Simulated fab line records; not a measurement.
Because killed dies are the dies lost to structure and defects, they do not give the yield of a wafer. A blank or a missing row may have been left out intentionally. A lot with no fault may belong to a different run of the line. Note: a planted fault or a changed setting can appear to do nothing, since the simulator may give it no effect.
Code-filled problem report in 8D (eight disciplines) form | flow sky130 | the parts of the form that need people (team, actions taken, sign-off) are left out

1. THE PROBLEM
Wafers with no fault read 897.5 W with a standard deviation of 2.9, whereas rf-fwd-power-W at SKY_METAL5_METAL_ETCH_15 reads a mean of 1038.7 W on 1 wafer of 1 lot. Relative to the usual mean, that is a shift of +49 standard deviations.
The step: etches the open film in Cl2/BCl3, stops on SiO2, target depth 1260 nm, time 252 s.
Earliest sighting: wafer L845.5 on rie-metal-04 at day 47 04:13. At this step, 31 wafers from 11 lots have a number in the record. Rule for "out", or "out of limits": more than 4 standard deviations from the usual mean. The rest of the wafers with a number are treated as sound.

2. WHAT IT IS, AND WHAT IT ISN'T
question                    | is                     | is not
which readings at this step | rf-fwd-power-W         | drypump-motor-current-A, oes-product-au, throttle-valve-pct
which lots                  | L845                   | L834, L835, L836, L840, L841, L849, L852, L854, L855, L856
which wafers of those lots  | all that have a number | -
read on which tools         | rie-metal-04           | rie-metal-02, rie-metal-03
when                        | from day 47 04:13      | up to then (15 sound wafers); but 15 sound wafers of L849, L852, L854, L855, L856 came after

3. WHAT RULES OUT EACH SUSPECT
Counting: any tool at a process step up to the reading is kept as a suspect provided that every lot that is out went through it and no sound lot did after the first of them.
- rie-metal-01 at SKY_METAL4_DESCUM_15 (chemistry O2, time 8 s): ruled out as a lasting fault. The sound lots L854, L856 went through it after L845, its earliest lot that is out (day 45 06:57).
- rie-diel-04 at SKY_METAL4_ETCH_17 (etches SiO2 in C4F8/O2/Ar, stops on TiN, time 3.9 s, target depth 15 nm): ruled out as a lasting fault. The sound lots L849, L855, L856 went through it after L845, its earliest lot that is out (day 45 07:04).
- rie-diel-01 at SKY_VIA4_ETCH_12 (etches SiO2 in C4F8/O2/Ar, stops on TiN, target depth 580 nm): ruled out as a lasting fault. The sound lots L849, L855 went through it after L845, its earliest lot that is out (day 46 06:27).
- rie-metal-04 at SKY_METAL5_METAL_ETCH_15 (etches the open film in Cl2/BCl3, stops on SiO2, target depth 1260 nm, time 252 s): kept. It ran the lot that is out, L845 (day 47 04:13), and no sound lot after that; its last sound lot up to then is L841 (day 47 00:29). Its own rf-fwd-power-W readings are out on those wafers.
After counting, what remains is rie-metal-04 at SKY_METAL5_METAL_ETCH_15.

4. THE CAUSE (what the simulator had put in)
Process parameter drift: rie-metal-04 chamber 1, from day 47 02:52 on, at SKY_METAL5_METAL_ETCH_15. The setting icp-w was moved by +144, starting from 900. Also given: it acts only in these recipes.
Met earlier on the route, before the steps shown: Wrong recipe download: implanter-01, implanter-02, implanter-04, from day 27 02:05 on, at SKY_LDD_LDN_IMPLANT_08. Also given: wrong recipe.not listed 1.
This tool alone remained once counting was done.

5. SEQUENCE OF EFFECTS, ordered by route
One row per reading whose mean, taken over the struck wafers that have a number, lies over 3 standard deviations from the usual. Only readings whose record carries a usual standard deviation are examined. hours: median over the lots of the time between each lot's start at the first step of this table that gives one and its start at this step. sigmas: the change, counted in usual standard deviations.
hours | step                     | reading                  | usual   | on struck wafers | change | sigmas
0     | SKY_METAL5_METAL_ETCH_15 | rf-fwd-power-W           | 897.5 W | 1038.7           | +141.2 | +49
0     | SKY_METAL5_STRIP_16      | strip-time-to-endpoint-s | 13.03 s | 12.21            | -0.82  | -5.1
44    | SKY_PAD_OPEN_PROBE_99    | killed-dies              | 85      | 116              | +31    | +3.1
Process steps it contains:
- SKY_METAL5_METAL_ETCH_15: etches the open film in Cl2/BCl3, stops on SiO2, target depth 1260 nm, time 252 s.
- SKY_METAL5_STRIP_16: strips in O2/N2.
- SKY_PAD_OPEN_PROBE_99

6. WHAT WOULD HAVE CAUGHT IT SOONER
In this record the first reading out of limits was taken at day 47 04:13, 1 hour after the fault began at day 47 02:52.
